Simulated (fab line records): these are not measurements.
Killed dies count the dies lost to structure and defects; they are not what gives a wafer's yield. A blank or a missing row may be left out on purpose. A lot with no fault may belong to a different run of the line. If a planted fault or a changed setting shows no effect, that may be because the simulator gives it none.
fab line records | flow sky130 | part 1 of 2: steps 1 to 25 of 34
[record] lots = 5 wafers = 15 last-day = 51
route steps=708 shown VT_ADJUST_PCH@152 SONOS_TUNNEL@154 SONOS_ONO@168
lots that met no fault: taken from a fault-free run of the same line
start-h: hours from the record's first day to the start of the lot's first wafer shown | wait-h: hours from the lot's prior step to this one | " the same as in the row above | L1.1+2: one row covering several wafers at once | - value missing, or start not given | * or withheld: withheld | < > ~ a bound
route shown NAME@n: names a module that has steps shown in the file, with the first one's number in the route | usual: mean/standard deviation taken from wafers without a fault | same: alike in all rows | chamber/n: place in a boat | sites: the reading at each site | _std_site: standard deviation across them | _edge_site: outer sites' mean less inner sites' | radius-mm: for every site, how far away it sits from the centre of the wafer | mask NAME#n: copy n | behind: the last tool/chamber to shape the wafer | hold: reason for holding the lot/hours on hold/outcome of the hold | device: transistor that didn't switch, given as n, p or np | end of line: tests run on the same wafers once the route is complete | a step with no rows: only its recipe | killed: the dies lost at the first sort to structure and to defects; this is not the yield of the wafer | map: a wafer's dies, x killed, . not, _ none there
set.NAME: the setting as run; set.NAME@STEP: as run at that earlier step | model.NAME: the simulator's own value behind a step, which no gauge read
a table for each step, a row for each wafer; lots at some steps of the route
services: a tool's chamber out of use, with start hour (start-h, from the record's first day; less than 0 if before it), hours out, and reason
[[steps]]
[step SKY_VT_ADJUST_PCH_STRIP_09]
[recipe] chemistry = O2/N2 power-w = 1400 pressure-mtorr = 1500 platen-temp-c = withheld o2-flow-sccm = 3000 n2-flow-sccm = 300 overash-fraction = 0.5
[usual] drypump-motor-current-A = 5.68/0.23 n2-flow-sccm = 300.1/0.82 oes-product-au = 0.722/0.0042 strip-time-to-endpoint-s = 36.93/0.096
// columns lot.wafer tool chamber start-h wait-h drypump-motor-current-A n2-flow-sccm oes-product-au rf-hours-counter-h strip-time-to-endpoint-s
L082.1 plasma-asher-01 0 300.15 0.1 5.59 299.8 0.721 62 36.94
L082.3 " 1 " " 5.76 301.5 0.721 - 36.97
L082.5 " 1 " " 5.73 300.2 0.731 - 37.04
L088.1 plasma-asher-03 1 342.09 0.1 5.23 299.4 0.727 59 36.77
L088.3 " 1 " " 5.22 299.6 0.723 - 36.77
L088.5 " 1 " " 5.20 300.5 0.725 - 36.74
L091.1 plasma-asher-03 1 366.49 0.1 5.19 300.6 0.722 61 36.80
L091.4 " 0 " " 5.79 302.1 0.725 - 36.85
L091.5 " 1 " " 5.19 300.1 0.721 - 37.05
L095.2 plasma-asher-01 0 404.60 0.1 5.55 299.8 0.724 73 36.91
L095.3 " 0 " " 5.56 298.3 0.721 - 36.90
L095.6 " 1 " " 5.76 300.4 0.723 - 36.84
L097.1 plasma-asher-03 0 418.50 0.1 5.86 299.8 0.725 63 36.99
L097.3 " 0 " " 5.86 300.5 0.721 - 37.04
L097.4 " 1 " " 5.22 299.0 0.721 - 36.94
[step SKY_VT_ADJUST_PCH_TW_MEAS_10]
[usual] VT_ADJUST_PCH_TW = 143.7/1.8
// columns lot.wafer tool chamber start-h wait-h VT_ADJUST_PCH_TW
L082.1 film-metro-04 - 300.25 0.1 143.1
L082.3 " - " " 143.5
L082.5 " - " " 143.5
L088.1 film-metro-04 - 342.19 0.1 143.4
L088.3 " - " " 143.1
L088.5 " - " " 144.5
L091.1 film-metro-01 - 366.59 0.1 141.0
L091.4 " - " " 141.2
L091.5 " - " " 141.4
L095.2 film-metro-01 - 404.71 0.1 142.0
L095.3 " - " " 140.7
L095.6 " - " " 141.4
L097.1 film-metro-02 - 418.60 0.1 146.0
L097.3 " - " " 144.9
L097.4 " - " " 144.6
[step SKY_SONOS_TUNNEL_DEHYDRATE_00]
[recipe] temp-c = 200 time-s = 60
[usual] heater-power-total-W = 160.39/0.12 resist-line-temp-C = 23.00/0.12
// columns lot.wafer tool chamber start-h wait-h heater-power-total-W resist-line-temp-C
L082.1 litho-track-02 0 312.52 12.3 160.29 22.97
L082.3 " 0 " " 160.34 23.14
L082.5 " 0 " " 160.47 23.00
L088.1 litho-track-02 0 354.12 11.9 160.19 22.92
L088.3 " 0 " " 160.25 22.95
L088.5 " 0 " " 160.34 23.07
L091.1 litho-track-02 0 380.86 14.3 160.36 23.08
L091.4 " 0 " " 160.52 23.05
L091.5 " 0 " " 160.41 23.03
L095.2 litho-track-02 0 419.59 14.9 160.38 22.95
L095.3 " 0 " " 160.26 23.18
L095.6 " 0 " " 160.50 23.10
L097.1 litho-track-04 0 433.32 14.7 160.43 23.07
L097.3 " 0 " " 160.50 22.78
L097.4 " 0 " " 160.57 23.04
[step SKY_SONOS_TUNNEL_HMDS_01]
[recipe] prime-time-s = 60 prime-temp-c = 120
[usual] resist-line-temp-C = 23.01/0.097
// columns lot.wafer tool chamber start-h wait-h resist-line-temp-C
L082.1 litho-track-02 0 312.67 0.1 23.01
L082.3 " 0 " " 22.99
L082.5 " 0 " " 23.02
L088.1 litho-track-02 0 354.27 0.1 23.06
L088.3 " 0 " " 22.94
L088.5 " 0 " " 22.99
L091.1 litho-track-02 0 381.01 0.1 22.99
L091.4 " 0 " " 23.03
L091.5 " 0 " " 22.97
L095.2 litho-track-02 0 419.74 0.1 22.95
L095.3 " 0 " " 23.09
L095.6 " 0 " " 22.90
L097.1 litho-track-04 0 433.47 0.1 22.99
L097.3 " 0 " " 22.89
L097.4 " 0 " " 22.79
[step SKY_SONOS_TUNNEL_COAT_02]
[recipe] resist = NOVOLAK spin-rpm = 3000 resist-thk-nm = 1140
[usual] resist-line-temp-C = 23.01/0.1
// columns lot.wafer tool chamber start-h wait-h resist-line-temp-C
L082.1 litho-track-02 0 312.82 0.1 23.00
L082.3 " 0 " " 22.95
L082.5 " 0 " " 23.06
L088.1 litho-track-02 0 354.42 0.1 22.86
L088.3 " 0 " " 22.99
L088.5 " 0 " " 23.05
L091.1 litho-track-02 0 381.16 0.1 23.11
L091.4 " 0 " " 23.02
L091.5 " 0 " " 22.93
L095.2 litho-track-02 0 419.89 0.1 23.03
L095.3 " 0 " " 23.06
L095.6 " 0 " " 22.96
L097.1 litho-track-04 0 433.62 0.1 23.12
L097.3 " 0 " " 23.21
L097.4 " 0 " " 23.16
[step SKY_SONOS_TUNNEL_SOFTBAKE_03]
[recipe] temp-c = 90 time-s = 60 resist = NOVOLAK
[usual] heater-power-total-W = 56.60/0.049 resist-line-temp-C = 23.00/0.11
// columns lot.wafer tool chamber start-h wait-h heater-power-total-W resist-line-temp-C
L082.1 litho-track-02 0 312.97 0.1 56.56 22.89
L082.3 " 0 " " 56.58 22.83
L082.5 " 0 " " 56.68 23.10
L088.1 litho-track-02 0 354.57 0.1 56.65 22.96
L088.3 " 0 " " 56.58 23.03
L088.5 " 0 " " 56.66 23.03
L091.1 litho-track-02 0 381.31 0.1 56.57 22.75
L091.4 " 0 " " 56.61 22.84
L091.5 " 0 " " 56.57 22.80
L095.2 litho-track-02 0 420.04 0.1 56.57 23.07
L095.3 " 0 " " 56.64 23.09
L095.6 " 0 " " 56.65 22.90
L097.1 litho-track-04 0 433.77 0.1 56.54 23.09
L097.3 " 0 " " 56.56 22.98
L097.4 " 0 " " 56.64 23.23
[step SKY_SONOS_TUNNEL_EXPOSE_04]
[recipe] mask-id = TUNM na = 0.6 source-shape = conventional sigma-outer = 0.6 polarization = unpolarized target-cd-nm = 410 dose-mj = 133.9
[usual] exposure-dose-mJ-cm2 = 135.99/0.13 reticle-temp-C = 23.01/0.11
// columns lot.wafer tool chamber start-h wait-h mask exposure-dose-mJ-cm2 reticle-temp-C
L082.1 iline-stepper-01 0 - - TUNM#0 135.80 23.03
L082.3 " 0 " " TUNM#0 135.91 23.02
L082.5 " 0 " " TUNM#0 136.02 23.07
L088.1 iline-stepper-02 0 - - TUNM#0 135.89 23.03
L088.3 " 0 " " TUNM#0 136.04 23.10
L088.5 " 0 " " TUNM#0 136.24 22.98
L091.1 iline-stepper-01 0 - - TUNM#0 136.19 23.00
L091.4 " 0 " " TUNM#0 136.27 23.01
L091.5 " 0 " " TUNM#0 136.48 23.24
L095.2 iline-stepper-01 0 - - TUNM#0 136.10 22.84
L095.3 " 0 " " TUNM#0 136.24 23.03
L095.6 " 0 " " TUNM#0 135.94 23.15
L097.1 iline-stepper-01 0 - - TUNM#0 135.82 23.03
L097.3 " 0 " " TUNM#0 135.90 22.86
L097.4 " 0 " " TUNM#0 135.89 22.96
[step SKY_SONOS_TUNNEL_PEB_05]
[recipe] temp-c = withheld time-s = * resist = NOVOLAK
[usual] resist-line-temp-C = *
// columns lot.wafer tool chamber start-h wait-h resist-line-temp-C
L082.1 litho-track-04 0 - - *
L082.3 " 0 " " *
L082.5 " 0 " " *
L088.1 litho-track-02 0 - - *
L088.3 " 0 " " *
L088.5 " 0 " " *
L091.1 litho-track-03 0 - - *
L091.4 " 0 " " *
L091.5 " 0 " " *
L095.2 litho-track-03 0 - - *
L095.3 " 0 " " *
L095.6 " 0 " " *
L097.1 litho-track-03 0 - - *
L097.3 " 0 " " *
L097.4 " 0 " " *
[step SKY_SONOS_TUNNEL_DEVELOP_06]
[recipe] resist = NOVOLAK developer = TMAH develop-time-s = 60 dev-temp-c = 23
[usual] resist-line-temp-C = 22.99/0.11
// columns lot.wafer tool chamber start-h wait-h resist-line-temp-C
L082.1 litho-track-04 0 326.07 0.1 22.95
L082.3 " 0 " " 23.10
L082.5 " 0 " " 23.04
L088.1 litho-track-02 0 367.01 0.1 22.93
L088.3 " 0 " " 23.09
L088.5 " 0 " " 23.06
L091.1 litho-track-03 0 394.61 0.1 22.99
L091.4 " 0 " " 22.95
L091.5 " 0 " " 23.05
L095.2 litho-track-03 0 435.38 0.1 23.00
L095.3 " 0 " " 22.85
L095.6 " 0 " " 22.85
L097.1 litho-track-03 0 449.61 0.1 22.94
L097.3 " 0 " " 22.98
L097.4 " 0 " " 23.01
[step SKY_SONOS_TUNNEL_CD_MEAS_07]
[recipe] target-cd-nm = 410
[usual] cd-nm = 409.2/2.2
// columns lot.wafer tool chamber start-h wait-h cd-nm
L082.1 cd-sem-02 - 326.22 0.1 408.5
L082.3 " - " " 408.1
L082.5 " - " " 409.0
L088.1 cd-sem-01 - 367.16 0.1 405.3
L088.3 " - " " 406.7
L088.5 " - " " 406.2
L091.1 cd-sem-02 - 394.76 0.1 412.3
L091.4 " - " " 408.8
L091.5 " - " " 409.9
L095.2 cd-sem-01 - 435.53 0.1 404.6
L095.3 " - " " 408.2
L095.6 " - " " 406.4
L097.1 cd-sem-02 - 449.76 0.1 411.1
L097.3 " - " " 410.3
L097.4 " - " " 411.9
[step SKY_SONOS_TUNNEL_OVL_MEAS_08]
[usual] SONOS_TUNNEL_OVL = 0.3/1.2
// columns lot.wafer tool chamber start-h wait-h SONOS_TUNNEL_OVL[nm]
L082.1 overlay-02 - 326.34 0.1 1.0
L082.3 " - " " 0.9
L082.5 " - " " 0.8
L088.1 overlay-02 - 367.28 0.1 -0.2
L088.3 " - " " 1.3
L088.5 " - " " -0.6
L091.1 overlay-02 - 394.88 0.1 -0.5
L091.4 " - " " 0.7
L091.5 " - " " 1.6
L095.2 overlay-02 - 435.63 0.1 2.3
L095.3 " - " " 1.3
L095.6 " - " " 0.5
L097.1 overlay-02 - 449.88 0.1 -1.1
L097.3 " - " " -0.2
L097.4 " - " " -1.8
[step SKY_SONOS_TUNNEL_IMPLANT_09]
[recipe] species = B energy-kev = 20 dose-cm2 = 1e+12 tilt-deg = withheld
// columns lot.wafer tool chamber start-h wait-h
L082.1+3+5 implanter-02 0 326.37 0.0
L088.1+3+5 implanter-04 0 367.32 0.0
L091.1+4+5 implanter-01 0 394.91 0.0
L095.2+3+6 implanter-01 0 435.69 0.0
L097.1+3+4 implanter-04 0 449.91 0.0
[step SKY_SONOS_TUNNEL_WET_ETCH_10]
[recipe] chemistry = dHF target-depth-nm = 14 target = SiO2 dilution = 100:1 temp-c = 25 time-s = 280
// columns lot.wafer tool chamber start-h wait-h
L082.1+3+5 wet-bench-01 0 326.52 0.1
L088.1+3+5 wet-bench-04 3 367.47 0.1
L091.1+4+5 wet-bench-04 3 395.06 0.1
L095.2+3+6 wet-bench-04 3 435.81 0.1
L097.1+3+4 wet-bench-02 1 450.06 0.1
[step SKY_SONOS_TUNNEL_STRIP_11]
[recipe] chemistry = SPM time-s = 600 temp-c = 130
// columns lot.wafer tool chamber start-h wait-h
L082.1+3+5 wet-bench-02 2 326.61 0.0
L088.1+3+5 wet-bench-02 3 367.56 0.0
L091.1+4+5 wet-bench-01 2 395.16 0.0
L095.2+3+6 wet-bench-04 3 435.92 0.0
L097.1+3+4 wet-bench-04 0 450.16 0.0
[step SKY_SONOS_TUNNEL_TW_MEAS_12]
[usual] SONOS_TUNNEL_TW = 196.7/1.4
// columns lot.wafer tool chamber start-h wait-h SONOS_TUNNEL_TW
L082.1 film-metro-03 - 326.78 0.0 198.1
L082.3 " - " " 198.6
L082.5 " - " " 197.3
L088.1 film-metro-03 - 367.73 0.0 194.5
L088.3 " - " " 195.2
L088.5 " - " " 194.5
L091.1 film-metro-01 - 395.33 0.0 195.3
L091.4 " - " " 196.0
L091.5 " - " " 194.3
L095.2 film-metro-04 - 436.13 0.0 197.8
L095.3 " - " " 198.3
L095.6 " - " " 197.8
L097.1 film-metro-04 - 450.33 0.0 198.7
L097.3 " - " " 197.5
L097.4 " - " " 197.9
[step SKY_SONOS_TUNNEL_CLEAN_13]
[recipe] chemistry = dHF time-s = 20 dilution = 100:1 dry = ipa-marangoni
// columns lot.wafer tool chamber start-h wait-h
L082.1+3+5 wet-bench-01 0 326.84 0.1
L088.1+3+5 wet-bench-01 0 367.79 0.1
L091.1+4+5 wet-bench-04 0 395.39 0.1
L095.2+3+6 wet-bench-01 1 436.18 0.0
L097.1+3+4 wet-bench-01 0 450.39 0.1
[step SKY_SONOS_ONO_OXIDATION_00]
[recipe] temp-c = 800 ambient = O2 idle-temp-c = 700 ramp-up-c-per-min = 10 ramp-down-c-per-min = 3 stabilise-s = 600 purge-s = 300 target-thk-a = 26 ox-time-s = 1249
[usual] ramp-up-c-per-min = 10.000/0.0017 zone-power-bottom-pct = 25.4/1.7
// columns lot.wafer tool chamber start-h wait-h ramp-up-c-per-min zone-power-bottom-pct
L082.1 furnace-01 0 328.50 1.6 9.9984 26.9
L082.3 " 0 " " 9.9997 26.2
L082.5 " 0 " " 10.001 25.9
L088.1 furnace-01 0 370.57 2.8 10.003 26.3
L088.3 " 0 " " 10.005 26.8
L088.5 " 0 " " 9.9960 26.6
L091.1 furnace-01 0 396.22 0.8 9.9999 26.5
L091.4 " 0 " " 10.001 26.3
L091.5 " 0 " " 10.001 26.5
L095.2 furnace-01 0 436.82 0.6 10.001 27.0
L095.3 " 0 " " 9.9994 26.4
L095.6 " 0 " " 9.9999 26.4
L097.1 furnace-02 0 450.48 0.1 10.001 23.3
L097.3 " 0 " " 9.9981 23.1
L097.4 " 0 " " 9.9984 23.5
[step SKY_SONOS_ONO_THK_MEAS_01]
[recipe] reads = SiO2_of_SONOS_ONO_OXIDATION_00
[usual] SONOS_ONO_OXIDATION_THK = 2.58/0.063
// columns lot.wafer tool chamber start-h wait-h SONOS_ONO_OXIDATION_THK[nm]
L082.1 film-metro-03 - 329.85 0.0 2.57
L082.3 " - " " 2.54
L082.5 " - " " 2.50
L088.1 film-metro-02 - 371.91 0.0 2.55
L088.3 " - " " 2.60
L088.5 " - " " 2.64
L091.1 film-metro-03 - 397.57 0.0 2.56
L091.4 " - " " 2.55
L091.5 " - " " 2.49
L095.2 film-metro-02 - 438.17 0.0 2.57
L095.3 " - " " 2.59
L095.6 " - " " 2.55
L097.1 film-metro-04 - 451.83 0.0 2.58
L097.3 " - " " 2.50
L097.4 " - " " 2.59
[step SKY_SONOS_ONO_CVD_02]
[recipe] material = Si3N4 precursor = DCS/NH3 target-thk-nm = 10.5 temp-c = 770 time-s = 189 pressure-mtorr = 250
[usual] zone-power-bottom-pct = 24.2/1.1
// columns lot.wafer tool chamber start-h wait-h zone-power-bottom-pct
L082.1 lpcvd-02 0 331.43 1.6 22.2
L082.3 " 0 " " 22.4
L082.5 " 0 " " 22.6
L088.1 lpcvd-02 1 371.97 0.1 24.7
L088.3 " 1 " " 24.6
L088.5 " 1 " " 25.1
L091.1 lpcvd-02 1 400.57 3.0 24.9
L091.4 " 1 " " 24.9
L091.5 " 1 " " 24.6
L095.2 lpcvd-02 1 440.22 2.0 25.2
L095.3 " 1 " " 24.9
L095.6 " 1 " " 25.1
L097.1 lpcvd-02 1 451.89 0.1 25.0
L097.3 " 1 " " 24.9
L097.4 " 1 " " 24.9
[step SKY_SONOS_ONO_THK_MEAS_03]
[recipe] reads = Si3N4_of_SONOS_ONO_CVD_02
[usual] SONOS_ONO_CVD_02_THK = 11.01/0.11
// columns lot.wafer tool chamber start-h wait-h SONOS_ONO_CVD_02_THK[nm]
L082.1 film-metro-04 - 332.48 0.0 11.06
L082.3 " - " " 11.03
L082.5 " - " " 10.94
L088.1 film-metro-02 - 373.02 0.0 10.98
L088.3 " - " " 11.13
L088.5 " - " " 11.13
L091.1 film-metro-03 - 401.62 0.0 10.94
L091.4 " - " " 11.13
L091.5 " - " " 11.10
L095.2 film-metro-03 - 441.28 0.0 10.94
L095.3 " - " " 11.05
L095.6 " - " " 10.93
L097.1 film-metro-03 - 453.47 0.0 11.03
L097.3 " - " " 10.99
L097.4 " - " " 11.02
[step SKY_SONOS_ONO_CVD_04]
[recipe] material = SiO2 precursor = SiH4/N2O target-thk-nm = 5.7199 temp-c = 900 pressure-mtorr = 400
[usual] zone-power-bottom-pct = 26/3.1
// columns lot.wafer tool chamber start-h wait-h zone-power-bottom-pct
L082.1 lpcvd-03 0 332.54 0.1 23
L082.3 " 0 " " 23
L082.5 " 0 " " 23
L088.1 lpcvd-03 1 373.08 0.1 30
L088.3 " 1 " " 30
L088.5 " 1 " " 30
L091.1 lpcvd-03 0 401.68 0.1 24
L091.4 " 0 " " 24
L091.5 " 0 " " 24
L095.2 lpcvd-03 1 441.33 0.0 30
L095.3 " 1 " " 30
L095.6 " 1 " " 30
L097.1 lpcvd-03 1 453.53 0.1 31
L097.3 " 1 " " 30
L097.4 " 1 " " 30
[step SKY_SONOS_ONO_THK_MEAS_05]
[recipe] reads = SiO2_of_SONOS_ONO_CVD_04
[usual] SONOS_ONO_CVD_04_THK = 5.71/0.11
// columns lot.wafer tool chamber start-h wait-h SONOS_ONO_CVD_04_THK[nm]
L082.1 film-metro-04 - 333.79 0.0 5.57
L082.3 " - " " 5.61
L082.5 " - " " 5.50
L088.1 film-metro-03 - 374.33 0.0 5.80
L088.3 " - " " 5.82
L088.5 " - " " 5.73
L091.1 film-metro-02 - 402.93 0.0 5.56
L091.4 " - " " 5.66
L091.5 " - " " 5.58
L095.2 film-metro-03 - 442.59 0.0 5.77
L095.3 " - " " 5.82
L095.6 " - " " 5.84
L097.1 film-metro-02 - 454.78 0.0 5.86
L097.3 " - " " 5.78
L097.4 " - " " 5.79
[step SKY_SONOS_ONO_DEHYDRATE_06]
[recipe] temp-c = 200 time-s = 60
[usual] heater-power-total-W = 160.38/0.12 resist-line-temp-C = 23.00/0.097
// columns lot.wafer tool chamber start-h wait-h heater-power-total-W resist-line-temp-C
L082.1 litho-track-03 0 347.56 13.8 160.53 22.87
L082.3 " 0 " " 160.34 22.88
L082.5 " 0 " " 160.50 22.99
L088.1 litho-track-03 0 388.06 13.7 160.33 23.13
L088.3 " 0 " " 160.52 23.09
L088.5 " 0 " " 160.24 23.11
L091.1 litho-track-02 0 417.81 14.9 160.37 22.91
L091.4 " 0 " " 160.63 22.89
L091.5 " 0 " " 160.14 22.97
L095.2 litho-track-01 0 456.77 14.2 160.24 22.92
L095.3 " 0 " " 160.49 22.94
L095.6 " 0 " " 160.48 23.03
L097.1 litho-track-01 0 469.94 15.2 160.47 23.09
L097.3 " 0 " " 160.35 23.02
L097.4 " 0 " " 160.31 22.89
[step SKY_SONOS_ONO_HMDS_07]
[recipe] prime-time-s = 60 prime-temp-c = 120
[usual] resist-line-temp-C = 22.97/0.093
// columns lot.wafer tool chamber start-h wait-h resist-line-temp-C
L082.1 litho-track-03 0 347.71 0.1 22.93
L082.3 " 0 " " 23.00
L082.5 " 0 " " 22.98
L088.1 litho-track-03 0 388.21 0.1 23.08
L088.3 " 0 " " 22.94
L088.5 " 0 " " 22.99
L091.1 litho-track-02 0 417.96 0.1 22.94
L091.4 " 0 " " 23.08
L091.5 " 0 " " 22.90
L095.2 litho-track-01 0 456.92 0.1 23.10
L095.3 " 0 " " 23.00
L095.6 " 0 " " 22.83
L097.1 litho-track-01 0 470.09 0.1 22.87
L097.3 " 0 " " 22.74
L097.4 " 0 " " 23.08
[step SKY_SONOS_ONO_COAT_08]
[recipe] resist = NOVOLAK spin-rpm = 3000 resist-thk-nm = 1140
[usual] resist-line-temp-C = 23.02/0.11
// columns lot.wafer tool chamber start-h wait-h resist-line-temp-C
L082.1 litho-track-03 0 347.86 0.1 22.99
L082.3 " 0 " " 23.03
L082.5 " 0 " " 22.88
L088.1 litho-track-03 0 388.36 0.1 23.15
L088.3 " 0 " " 23.18
L088.5 " 0 " " 23.20
L091.1 litho-track-02 0 418.11 0.1 22.89
L091.4 " 0 " " 23.02
L091.5 " 0 " " 23.14
L095.2 litho-track-01 0 457.07 0.1 23.05
L095.3 " 0 " " 22.90
L095.6 " 0 " " 22.88
L097.1 litho-track-01 0 470.24 0.1 22.94
L097.3 " 0 " " 23.10
L097.4 " 0 " " 22.87
